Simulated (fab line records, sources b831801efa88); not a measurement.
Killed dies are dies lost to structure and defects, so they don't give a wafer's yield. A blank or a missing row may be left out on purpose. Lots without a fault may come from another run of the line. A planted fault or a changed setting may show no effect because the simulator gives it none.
Problem report in the 8D (eight disciplines) form, filled by code | flow gf180mcu | the parts of the form that need people (team, actions taken, sign-off) are left out

1. THE PROBLEM
CONTACT_W_RS at GF_CONTACT_RS_MEAS_25 reads a mean of 1.148 ohm/sq on 6 wafers of 2 lots; wafers without a fault read 0.383 ohm/sq with a standard deviation of 0.0039. That is +99 or more standard deviations from the usual mean.
The step: measures by four-point-probe.
First seen on wafer L901.1, day 21 01:26, on film_metro-01. The record holds 33 wafers of 11 lots with a number at this step. Rule for "out", or "out of limits": more than 4 standard deviations from the usual mean. The other wafers with a number count as sound.

2. WHAT IT IS AND WHAT IT IS NOT
question                    | is                     | is not
which readings at this step | CONTACT_W_RS           | -
which lots                  | L901, L902             | L888, L889, L890, L891, L892, L895, L900, L910, L911
which wafers of those lots  | all that have a number | -
read on which gauges        | film_metro-01          | film_metro-03, film_metro-04
when                        | from day 21 01:26      | up to then (21 sound wafers); but 6 sound wafers of L910, L911 came after

3. SUSPECTS, AND WHAT RULES EACH OUT
Counting: a tool at a process step up to the reading stays a suspect if it ran every lot that is out and no sound lot after the first of them.
- the gauge at GF_CONTACT_RS_MEAS_25: kept. All the wafers that are out were read on film_metro-01, and no step on other tools shows them out.
- cvd_w-01 at GF_CONTACT_CVD_24 (deposits W, target thk 300 nm, time 90.339 s): kept. It ran every lot that is out, first L901 (day 21 01:20), and no sound lot after that; its last sound lot up to then is L891 (day 17 03:28).
Left after counting: cvd_w-01 at GF_CONTACT_CVD_24, film_metro-01 at GF_CONTACT_RS_MEAS_25.

4. THE CAUSE (what the simulator had put in)
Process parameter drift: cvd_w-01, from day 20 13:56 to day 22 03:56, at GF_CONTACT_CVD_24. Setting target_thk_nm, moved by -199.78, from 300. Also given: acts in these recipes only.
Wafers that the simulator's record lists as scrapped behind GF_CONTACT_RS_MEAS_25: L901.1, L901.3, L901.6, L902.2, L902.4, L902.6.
Counting left 2 suspects, and this tool is among them.

5. THE CHAIN OF EFFECTS, in route order
Each row: a reading whose mean over the struck wafers that have a number lies more than 3 standard deviations from the usual. Only readings for which the record gives a usual standard deviation are gone through. hours: the time from each lot's start at the first step in this table that gives one to its start at this step, as a median over the lots. sigmas: the change in usual standard deviations.
hours | step                  | reading      | usual        | on struck wafers | change | sigmas
0     | GF_CONTACT_RS_MEAS_25 | CONTACT_W_RS | 0.383 ohm/sq | 1.148            | +0.765 | +99 or more

6. WHAT WOULD HAVE CAUGHT IT SOONER
In this record the first reading out of limits at a measuring or inspecting step was taken at day 21 01:26, 11 hours after the fault began at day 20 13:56.
Of the tool readings at GF_CONTACT_CVD_24 for which the record gives a usual standard deviation, none was out on any struck wafer, so an alarm limit of 4 standard deviations on them would not have fired.
Of the lots that are out (2), L902 began GF_CONTACT_CVD_24 on cvd_w-01 after day 21 01:26. A hold on the tool at that time would have spared it.
